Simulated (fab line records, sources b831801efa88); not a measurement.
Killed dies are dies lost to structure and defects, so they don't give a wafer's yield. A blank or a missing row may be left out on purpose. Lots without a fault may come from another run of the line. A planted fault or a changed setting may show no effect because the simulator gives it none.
One fault seen from 2 desks | flow sky130 | each desk has only its own numbers; what lay behind them comes last

THE TOOL OWNER'S DESK: furnace-02
The tool's own readings at SKY_SONOS_ONO_OXIDATION_00 (stabilise 600 s, purge 300 s, target thk 2.6 nm): means of the sampled wafers that have a number, for each lot that ran on this tool. A lot is out of limits, marked OUT, if its mean lies more than 4 standard deviations from the usual mean; the brackets give that distance.
Columns: A = ramp_down_c_per_min at SKY_SONOS_ONO_OXIDATION_00, usual 2.9999; B = spike_tc_top_C at SKY_SONOS_ONO_OXIDATION_00, usual 813.1 C; C = tube_center_temp_C at SKY_SONOS_ONO_OXIDATION_00, usual 800 C; D = zone_power_bottom_pct at SKY_SONOS_ONO_OXIDATION_00, usual 23.17 %; E = zone_power_centre_pct at SKY_SONOS_ONO_OXIDATION_00, usual 14.8 %
lot  | first seen here | A      | B     | C   | D     | E
L369 | day 11 19:02    | 2.9996 | 813.0 | 800 | 23.31 | 15.6
L374 | day 13 06:18    | 2.9998 | 814.7 | 800 | 23.28 | 16.0
L375 | day 13 15:01    | 3.0000 | 812.8 | 800 | 23.50 | 15.8
L378 | day 14 10:19    | 2.9996 | 814.3 | 800 | 23.20 | 15.9
L383 | day 16 04:08    | 2.9998 | 813.3 | 800 | 23.35 | 15.8
L384 | day 16 08:16    | 2.9996 | 814.1 | 800 | 23.18 | 15.8
L386 | day 17 03:18    | 3.0002 | 813.9 | 800 | 23.34 | 15.8
This desk's finding: nothing out of limits on any of the 7 lots.

THE METROLOGY DESK
What the gauges read, lot by lot, whatever tool the lot ran on: means of the sampled wafers that have a number. A lot is out of limits, marked OUT, if its mean lies more than 4 standard deviations from the usual mean; the brackets give that distance.
Columns: A = FIELD_ISO_CVD_24_THK at SKY_FIELD_ISO_THK_MEAS_25, usual 591 nm; B = VT_ADJUST_NCORE_TW at SKY_VT_ADJUST_NCORE_TW_MEAS_11, usual 217.1; C = SONOS_ONO_OXIDATION_THK at SKY_SONOS_ONO_THK_MEAS_01, usual 2.61 nm; D = LDD_N_TW at SKY_LDD_N_TW_MEAS_17, usual 2574
lot  | first seen here | A   | B     | C              | D
L369 | day 2 08:04     | 598 | 219.2 | 2.60           | 2596
L370 | day 2 10:35     | 597 | 218.9 | 2.62           | 2600
L371 | day 2 16:35     | 584 | 215.9 | 2.58           | 2545
L374 | day 3 11:45     | 598 | 214.3 | 2.65           | 2580
L375 | day 3 14:37     | 589 | 214.7 | 2.54           | 2588
L376 | day 3 22:29     | 584 | 214.2 | 2.59           | 2581
L377 | day 3 23:01     | 582 | 220.4 | 2.69           | 2544
L378 | day 4 05:31     | 586 | 219.3 | 2.57           | 2591
L383 | day 5 08:03     | 596 | 219.9 | 3.41 (+14) OUT | 2585
L384 | day 5 11:58     | 584 | 219.8 | 3.36 (+13) OUT | 2590
L386 | day 5 22:22     | 600 | 220.9 | 3.48 (+15) OUT | 2587
L387 | day 6 05:21     | 591 | 219.0 | 2.67           | 2584
L388 | day 6 10:17     | 583 | 218.7 | 2.59           | 2577
This desk's finding: out of limits on L383, L384, L386; first on L383, day 16 05:30 (SONOS_ONO_OXIDATION_THK at SKY_SONOS_ONO_THK_MEAS_01). In limits: L369, L370, L371, L374, L375, L376, L377, L378, L387, L388.

PUT TOGETHER
The metrology desk could have raised an alarm at day 16 05:30, on L383, L384, L386.
The tool owner's desk saw nothing out of limits.
The tool owner's desk has L383, L384, L386 on record, within its limits.
Of the lots named, all ran SKY_SONOS_ONO_OXIDATION_00 on furnace-02.

WHAT THE SIMULATOR HAD PUT IN
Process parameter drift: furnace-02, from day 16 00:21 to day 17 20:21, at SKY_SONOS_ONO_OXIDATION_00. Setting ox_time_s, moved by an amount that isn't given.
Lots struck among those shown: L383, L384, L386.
Hours from the fault's start to each desk's first reading out of limits: the metrology desk, 5.
